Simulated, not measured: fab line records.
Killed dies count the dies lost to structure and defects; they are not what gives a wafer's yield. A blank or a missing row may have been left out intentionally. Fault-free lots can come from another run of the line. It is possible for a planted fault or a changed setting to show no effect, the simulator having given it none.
Lot-split experiment | flow gf180mcu | 13 wafers read from 4 lots, route of 602 steps

## THE SPLIT
At GF_MIM_COAT_14 (resist thk 1000 nm), the setting spinRpm was moved away from the recipe's 3000 rpm on 5 of the 13 wafers read, by -4.4% to +7.0%. This setting was run at the recipe's value on the other wafers.

## FROM THE SPLIT TO THE READING: what the file shows between them, 4 steps
- GF_MIM_SOFTBAKE_15: time 60 s
- GF_MIM_EXPOSE_16: exposes mask FuseTop, target cd 2000 nm
- GF_MIM_PEB_17
- GF_MIM_DEVELOP_18: develop time 60 s

## THE READING
NOVOLAK_of_MIM_COAT_14.thkNm (the simulator's own value, which no gauge read), in nm, at GF_MIM_METAL_ETCH_19 (etches the open film in Cl2/BCl3, stops on Si3N4, target depth 324.5 nm, time 54.1 s). The file gives no usual value for it. Average 870.0 nm, standard deviation 1.7 nm, over the 8 wafers here run with the recipe.

wafer  | tool, chamber at the split | spinRpm as run, rpm | against the recipe | NOVOLAK_of_MIM_COAT_14.thkNm, nm | against lot-mates on the recipe
L074.2 | lithoTrack-03, 0           | 3209                | +7.0%              | 835.9                            | -34.0
L074.5 | lithoTrack-03, 0           | 3209                | +7.0%              | 835.1                            | -34.8
L074.6 | lithoTrack-03, 0           | 3000                | recipe             | 869.9                            | -
L077.2 | lithoTrack-01, 0           | 3000                | recipe             | 872                              | -
L077.3 | lithoTrack-01, 0           | 3000                | recipe             | 871.9                            | -
L077.4 | lithoTrack-01, 0           | 3080                | +2.7%              | 855.7                            | -15.0
L077.5 | lithoTrack-01, 0           | 3080                | +2.7%              | 857.6                            | -13.1
L077.6 | lithoTrack-01, 0           | 3000                | recipe             | 868.2                            | -
L079.3 | lithoTrack-02, 0           | 2867                | -4.4%              | 891.8                            | +24.8
L079.4 | lithoTrack-02, 0           | 3000                | recipe             | 867                              | -
L082.1 | lithoTrack-03, 0           | 3000                | recipe             | 869                              | -
L082.3 | lithoTrack-03, 0           | 3000                | recipe             | 871.6                            | -
L082.5 | lithoTrack-03, 0           | 3000                | recipe             | 870.8                            | -

FIT RESULTS
A straight line over all 13 wafers: NOVOLAK_of_MIM_COAT_14.thkNm changes by -4.95 nm for each +1% of spinRpm; r = -1.00; the points scatter about the line by 1.5 nm.
The same after taking each lot's own level away (the mean of its wafers on the recipe; 13 wafers): -5.1 nm for each +1%; r = -1.00; scatter 1.4 nm.
According to that fit, moving spinRpm by its largest amount changes the reading by 36 nm.
From 867.00 to 870.70 nm: that is the span of the lots' own levels, equal to 2.1 times the standard deviation above.
The two slopes agree, so the slope changes little with the lot-to-lot level.
Check: with one of the wafers moved furthest among these (+7.0%) left out of the fit, the line predicts -36 nm for it against its lot-mates. Against them it came out at -34 nm.

## THE OTHER SPLITS THESE WAFERS WENT THROUGH
Before the reading, these wafers also passed through other splits. Each is held against what the fit with the lots' levels taken away leaves over:
other split on the same wafers      | wafers away from the commonest value | r with NOVOLAK_of_MIM_COAT_14.thkNm (lot level and that fit taken away)
GF_V3_CMP_04 platenRpm              | 6                                    | +0.41
GF_V3_SPUTTER_21 powerW             | 5                                    | +0.12
GF_M4_SPUTTER_04 powerW             | 2                                    | -0.01
GF_V4_CVD_00 sih4FlowSccm           | 4                                    | +0.40
GF_V4_PEB_12 pebTempC               | 4                                    | -0.12
GF_MIM_SPUTTER_00 chamberPressurePa | 7                                    | +0.06
GF_MIM_SPUTTER_08 powerW            | 0                                    | -

## THE WHOLE CHAIN: every reading that the file lists as answering this split, in the file's order
step                 | what it does                                                                         | reading                                                                       | change (the file's fit)              | r (the file's)
GF_MIM_COAT_14       | resist thk 1000 nm                                                                   | NOVOLAK_of_MIM_COAT_14.thkNm (the simulator's own value, which no gauge read) | -4.96 nm for each +1% of the setting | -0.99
GF_MIM_METAL_ETCH_19 | etches the open film in Cl2/BCl3, stops on Si3N4, target depth 324.5 nm, time 54.1 s | NOVOLAK_of_MIM_COAT_14.thkNm (the simulator's own value, which no gauge read) | -5.12 nm for each +1% of the setting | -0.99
GF_MIM_STRIP_20      | strips in O2/N2                                                                      | stripTimeToEndpointS                                                          | withheld for each +1% of the setting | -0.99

## THE FILE'S OWN FIT
NOVOLAK_of_MIM_COAT_14.thkNm changes by -5.12 nm for each +1% of spinRpm, r = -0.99.
